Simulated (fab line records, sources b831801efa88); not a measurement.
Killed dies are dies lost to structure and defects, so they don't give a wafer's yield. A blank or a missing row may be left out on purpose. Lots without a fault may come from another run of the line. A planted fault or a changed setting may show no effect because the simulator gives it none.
A struck lot beside a sound one | flow sky130 | 30 steps out of a route of 708
Sound: wafers L556.1, L556.4, L556.5. Struck: wafers L562.1, L562.4, L562.5. The cause comes at the end.
At each step with rows: each side's tool, then ch and its chambers, then its first start. Under that, the readings that differ: sound wafers | struck wafers | difference of the means | sigmas: that difference in standard deviations of wafers without a fault.
alike: readings whose means differ by less than 2 such deviations, and words and numbers that are the same on both sides. not compared: withheld readings, readings that some wafer has no value for, bounds like >300 that may hide the same value, and numbers for which the record gives no deviation and whose values overlap.
The two part at a step that has a row with sigmas, a row that says differs or no value, or rows on one side only. Numbers that don't overlap but have no deviation are shown without sigmas and don't part them. A reading that every wafer of one side lacks parts them only if that side has two wafers or more.

SKY_PWDE_STRIP_09: strips in O2/N2.
  sound on plasma_asher-04 ch 0,1, day 4 05:08; struck on plasma_asher-04 ch 0,1, day 5 15:59
  alike: drypump_motor_current_A, oes_product_au, strip_time_to_endpoint_s
  not compared: rf_hours_counter_h
SKY_PWDE_TW_MEAS_10:
  sound on film_metro-04, day 4 05:14; struck on film_metro-02, day 5 16:05
  reading | sound       | struck      | difference | sigmas
  PWDE_TW | 378 375 376 | 366 366 367 | -10        | -3
then, 7 steps without rows for these wafers: SKY_NWELL_DEHYDRATE_03 (time 60 s); SKY_NWELL_HMDS_04 (prime time 60 s); SKY_NWELL_COAT_05 (resist thk 3000 nm); SKY_NWELL_SOFTBAKE_06; SKY_NWELL_EXPOSE_07 (exposes mask NWM, target cd 840 nm); SKY_NWELL_PEB_08; SKY_NWELL_DEVELOP_09 (develop time 60 s).
SKY_NWELL_OVL_MEAS_10:
  sound on overlay-02, day 4 21:56; struck on overlay-01, day 6 10:34
  alike: NWELL_00_OVL
then, 2 steps without rows for these wafers: SKY_NWELL_IMPLANT_11; SKY_NWELL_IMPLANT_12.
SKY_NWELL_IMPLANT_13:
  sound on implanter-02 ch 0, day 4 22:17; struck on implanter-02 ch 0, day 6 10:55
  reading            | sound                         | struck                        | difference | sigmas
  dose_ions_cm2      | 7.006e+11 7.005e+11 7.003e+11 | 4.293e+11 4.288e+11 4.287e+11 | -2.715e+11 | -99 or more
  faraday_current_uA | 3.90 3.97 3.96                | 2.45 2.33 2.34                | -1.57      | -19
  alike: beam_energy_keV
SKY_NWELL_STRIP_14: strips in O2/N2.
  sound on plasma_asher-01 ch 0,1, day 4 22:26; struck on plasma_asher-03 ch 0, day 6 11:04
  alike: drypump_motor_current_A, oes_product_au, strip_time_to_endpoint_s
  not compared: rf_hours_counter_h
SKY_NWELL_TW_MEAS_15:
  sound on film_metro-03, day 4 22:32; struck on film_metro-02, day 6 11:10
  alike: NWELL_TW
then, 7 steps without rows for these wafers: SKY_NWELL_DEHYDRATE_16 (time 60 s); SKY_NWELL_HMDS_17 (prime time 60 s); SKY_NWELL_COAT_18 (resist thk 3000 nm); SKY_NWELL_SOFTBAKE_19; SKY_NWELL_EXPOSE_20 (exposes mask NWM COMPLEMENT, target cd 840 nm); SKY_NWELL_PEB_21; SKY_NWELL_DEVELOP_22 (develop time 60 s).
SKY_NWELL_OVL_MEAS_23:
  sound on overlay-01, day 5 16:14; struck on overlay-02, day 7 05:59
  alike: NWELL_01_OVL
then, 1 step without rows for these wafers: SKY_NWELL_IMPLANT_24.
SKY_NWELL_STRIP_25: strips in O2/N2.
  sound on plasma_asher-04 ch 0,1, day 5 16:25; struck on plasma_asher-01 ch 0,1, day 7 06:10
  alike: drypump_motor_current_A, oes_product_au, strip_time_to_endpoint_s
  not compared: rf_hours_counter_h
SKY_NWELL_TW_MEAS_26:
  sound on film_metro-02, day 5 16:31; struck on film_metro-03, day 7 06:16
  alike: NWELL_2_TW
then, 1 step without rows for these wafers: SKY_NWELL_CLEAN_27 (cleans in SC1/SC2, time 150 s).
SKY_NWELL_RTA_28: time 30 s.
  sound on rtp_anneal-01 ch 0, day 5 16:38; struck on rtp_anneal-02 ch 0, day 7 06:23
  alike: lamp_power_pct, wafer_temp_C_max
SKY_NWELL_RS_MEAS_29: measures by four-point-probe.
  sound on film_metro-03, day 5 16:44; struck on film_metro-02, day 7 06:29
  reading           | sound             | struck            | difference | sigmas
  NWELL_RS (ohm/sq) | 626.9 624.9 626.9 | 633.6 632.5 635.0 | +7.5       | +4
-- the record jumps here: 40 days lie between the struck wafers' starts before and after (it left off in module NWELL and takes up again in module PAD_OPEN, whose first step shown is number 708 of the route) --
SKY_PAD_OPEN_PROBE_99:
  sound on prober-01, day 46 02:49; struck on prober-01, day 47 17:33
  reading                                   | sound                         | struck                        | difference | sigmas
  model.etest.nfet_16v.r_on_ohm_um          | 1.382e+04 1.388e+04 1.395e+04 | 1.422e+04 1.411e+04 1.427e+04 | +3.167e+02 |
  model.etest.pfet_g5v0d10v5.r_on_ohm_um    | 4851 4792 4826                | 4678 4593 4676                | -174       |
  model.etest.tip_p_5v.rs_ohm_sq            | 2854 2854 2847                | 2817 2800 2817                | -40        |
  model.etest.pfet_g5v0d10v5.drive_ua_um    | 337.9 343.1 336               | 353.3 355.9 351               | +14.4      |
  model.etest.pfet_01v8_lvt.drive_ua_um     | 172.5 171.3 171.6             | 180.5 183 181.4               | +9.8       |
  model.etest.pfet_g5v0d10v5.off_log10_a_um | -12.68 -12.5 -12.56           | -10.76 -11.01 -11.31          | +1.55      |
  model.etest.pfet_01v8_lvt.off_log10_a_um  | -8.889 -8.887 -8.773          | -8.004 -7.933 -8.017          | +0.865     |
  model.etest.pfet_g5v0d10v5.vt_sat_v (V)   | -0.6536 -0.6249 -0.6369       | -0.4719 -0.5039 -0.5205       | +0.1397    |
  alike: killed_at_M0_to_M3, killed_at_M4_up, killed_at_contacts, killed_at_front_end, killed_at_other, killed_dies, killed_open, killed_short

WHERE THEY PART
First at SKY_PWDE_TW_MEAS_10; last, within this record, at SKY_NWELL_RS_MEAS_29. Later steps at which nothing parts them and some readings are alike: SKY_PAD_OPEN_PROBE_99.

WHY: what the simulator had put in
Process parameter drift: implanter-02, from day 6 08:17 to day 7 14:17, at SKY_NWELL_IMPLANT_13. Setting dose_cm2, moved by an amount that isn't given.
